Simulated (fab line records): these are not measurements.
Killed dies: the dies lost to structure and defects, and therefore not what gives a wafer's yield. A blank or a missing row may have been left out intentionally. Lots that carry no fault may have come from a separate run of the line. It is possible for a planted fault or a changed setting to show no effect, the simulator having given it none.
Comparing a struck lot with a sound one :: flow sky130 :: 43 steps out of a route of 708
Sound: these wafers, L237.2, L237.5, L237.6. Struck: wafer L253.3 (L253.2, L253.6, from the same lot, were not struck and are left out); the cause is given at the end.
Per side, at each step with rows, come the tool, then ch with its chambers, and then its first start. Under that, the readings that differ: sound wafers :: struck wafers :: difference of the means :: sigmas: that difference in standard deviations of wafers without a fault.
alike: words and numbers the same on both sides, and readings whose means are apart by under 2 such deviations; not compared: readings that were withheld, readings missing a value for some wafer, numbers with overlapping values and no deviation given by the record, and bounds like >300 which may hide the same value.
Wherever a step has rows on one side only, a row that says differs or no value, or a row with sigmas, the two part there. Numbers that have no deviation but don't overlap get no sigmas and don't part them. A reading missing from all wafers of one side parts the sides only when that side holds two or more wafers.

SKY_VIA4_THK_MEAS_01:
  sound: film metro-02 at day 43 21:35; struck: film metro-03 at day 47 13:37
  alike: VIA4_HDPCVD_THK
then, 1 step without rows for these wafers: SKY_VIA4_CMP_02 (polishes SiO2).
SKY_VIA4_BOW_MEAS_03:
  sound: film metro-02 at day 43 21:57; struck: film metro-03 at day 47 14:00
  alike: VIA4_BOW
then, 7 steps without rows for these wafers: SKY_VIA4_DEHYDRATE_04 (time 60 s); SKY_VIA4_HMDS_05 (prime time 60 s); SKY_VIA4_COAT_06 (resist thk 1140 nm); SKY_VIA4_SOFTBAKE_07 (time 60 s); SKY_VIA4_EXPOSE_08 (exposes mask VIM4, target cd 800 nm); SKY_VIA4_PEB_09; SKY_VIA4_DEVELOP_10 (develop time 60 s).
SKY_VIA4_OVL_MEAS_11:
  sound: overlay-01 at day 44 20:13; struck: overlay-02 at day 48 08:55
  alike: VIA4_OVL
SKY_VIA4_ETCH_12: etches SiO2 in C4F8/O2/Ar, stops on TiN, target depth 580 nm.
  sound on rie diel-02 ch 2,3, day 44 20:15; struck on rie diel-03 ch 0, day 48 08:57
  alike: oes product au
SKY_VIA4_STRIP_13: strips in O2/N2.
  sound on plasma asher-03 ch 0,1, day 44 20:19; struck on plasma asher-02 ch 0, day 48 09:01
  alike: drypump motor current A, oes product au, strip time to endpoint s
  not compared: rf hours counter h
then, 4 steps without rows for these wafers: SKY_VIA4_STRIP_14 (strips in post etch residue remover, time 1200 s); SKY_VIA4_CLEAN_15 (cleans in IPA, time 180 s); SKY_VIA4_CLEAN_16 (cleans in O3/DIW); SKY_VIA4_SPUTTER_17 (material TiN, target thk 20 nm, time 80 s).
SKY_VIA4_CVD_18: deposits W, target thk 505 nm, time 152.14 s.
  sound on cvd w-02 ch 0,1, day 44 20:59; struck on cvd w-01 ch 0, day 48 09:41
reading: heater power w (W)
sound: 791 822 808
struck: 897
difference: +90
sigmas: +3
  alike: susceptor temp C
SKY_VIA4_RS_MEAS_19: the measuring method here is four-point-probe.
  sound: film metro-02 at day 44 21:09; struck: film metro-01 at day 48 09:51
  alike: VIA4_W_RS
SKY_VIA4_THK_MEAS_20: measures by xrf.
  sound: film metro-02 at day 44 21:16; struck: film metro-01 at day 48 09:58
reading: VIA4_W_THK (nm)
sound: 522 519 532
struck: 541
difference: +17
sigmas: +2
then, 2 steps without rows for these wafers: SKY_VIA4_CMP_21 (polishes, stops on SiO2, t overpolish 25 s, target thk 0 nm); SKY_METAL5_SPUTTER_00 (material Ti, target thk 15 nm, time 10 s).
SKY_METAL5_SPUTTER_01: material TiN, target thk 20 nm, time 16.7 s.
  sound: pvd sputter-03 at day 44 21:50; struck: pvd sputter-03 at day 48 10:23
  alike: throttle valve pct
then, 2 steps without rows for these wafers: SKY_METAL5_SPUTTER_02 (material AlCu, target thk 1150 nm, time 61.2 s); SKY_METAL5_SPUTTER_03 (material Ti, target thk 5 nm, time 3.3 s).
SKY_METAL5_SPUTTER_04: material TiN, target thk 70 nm, time 58.3 s.
  sound: pvd sputter-03 at day 44 21:56; struck: pvd sputter-03 at day 48 10:29
  alike: throttle valve pct
SKY_METAL5_RS_MEAS_05: the measuring method here is four-point-probe.
  sound: film metro-01 at day 44 22:01; struck: film metro-04 at day 48 10:33
reading: METAL5_ALCU_RS (ohm/sq)
sound: 0.02743 0.02721 0.02756
struck: 0.02679
difference: -0.00061
sigmas: -2
SKY_METAL5_THK_MEAS_06: measures by xrf.
  sound: film metro-01 at day 44 22:07; struck: film metro-04 at day 48 10:40
reading: METAL5_ALCU_THK (nm)
sound: 1164 1172 1149
struck: 1195
difference: +33
sigmas: +2
then, 7 steps without rows for these wafers: SKY_METAL5_DEHYDRATE_07 (time 60 s); SKY_METAL5_HMDS_08 (prime time 60 s); SKY_METAL5_COAT_09 (resist thk 1800 nm); SKY_METAL5_SOFTBAKE_10 (time 60 s); SKY_METAL5_EXPOSE_11 (exposes mask MM5, target cd 1600 nm); SKY_METAL5_PEB_12; SKY_METAL5_DEVELOP_13 (develop time 60 s).
SKY_METAL5_DESCUM_14: chemistry O2, time 11 s.
  sound on rie metal-03 ch 0,1, day 45 19:25; struck on rie metal-03 ch 0, day 49 04:29
  alike: drypump motor current A, oes product au
  not compared: rf hours counter h
then, 6 steps without rows for these wafers: SKY_METAL5_METAL_ETCH_15 (etches the open film in Cl2/BCl3, stops on SiO2, target depth 1260 nm, time 252 s); SKY_METAL5_STRIP_16 (strips in O2/N2); SKY_METAL5_STRIP_17 (strips in post etch residue remover, time 1200 s); SKY_METAL5_CLEAN_18 (cleans in IPA, time 180 s); SKY_METAL5_CLEAN_19 (cleans in O3/DIW); SKY_PASSIVATION_CVD_00 (deposits SiO2, target thk 90 nm).
SKY_PAD_OPEN_PROBE_99:
  sound: prober-02 at day 47 15:40; struck: prober-02 at day 50 17:41
reading: defect limited yield (%)
sound: 84.1 81.7 83.9
struck: 78.3
difference: -4.9
sigmas: -2

reading: killed_at_M4_up
sound: 4 3 4
struck: 28
difference: +24
sigmas: +12

reading: killed dies
sound: 78 90 79
struck: 107
difference: +25
sigmas: +2

reading: sort_bin_3_pad_short (%)
sound: 0.4 1.0 1.4
struck: 1.8
difference: +0.9
sigmas: +2

reading: sort_bin_5_function (%)
sound: 10.0 10.0 8.7
struck: 13.2
difference: +3.6
sigmas: +2

reading: sort n pass
sound: 414 402 413
struck: 385
difference: -25
sigmas: -2

reading: sort yield pct (%)
sound: 84.1 81.7 83.9
struck: 78.3
difference: -4.9
sigmas: -2

reading: model.etest.tester.sort n pass
sound: 414 402 413
struck: 385
difference: -25
sigmas: 

reading: model.etest.tester.sort yield pct (%)
sound: 84.15 81.71 83.94
struck: 78.25
difference: -5.02
sigmas: 

reading: model.etest.tester.sort_bin_5_pct (%)
sound: 9.959 9.959 8.74
struck: 13.21
difference: +3.66
sigmas: 

reading: model.etest.tester.sort_bin_3_pct (%)
sound: 0.4065 1.016 1.423
struck: 1.829
difference: +0.880
sigmas: 
  alike: killed_at_M0_to_M3, killed at contacts, killed at front end, killed at other, killed open, killed short, sort_bin_6_memory

== WHERE THEY PART ==
First at SKY_VIA4_CVD_18; last, within this record, at SKY_PAD_OPEN_PROBE_99.

WHY: what had been put in by the simulator
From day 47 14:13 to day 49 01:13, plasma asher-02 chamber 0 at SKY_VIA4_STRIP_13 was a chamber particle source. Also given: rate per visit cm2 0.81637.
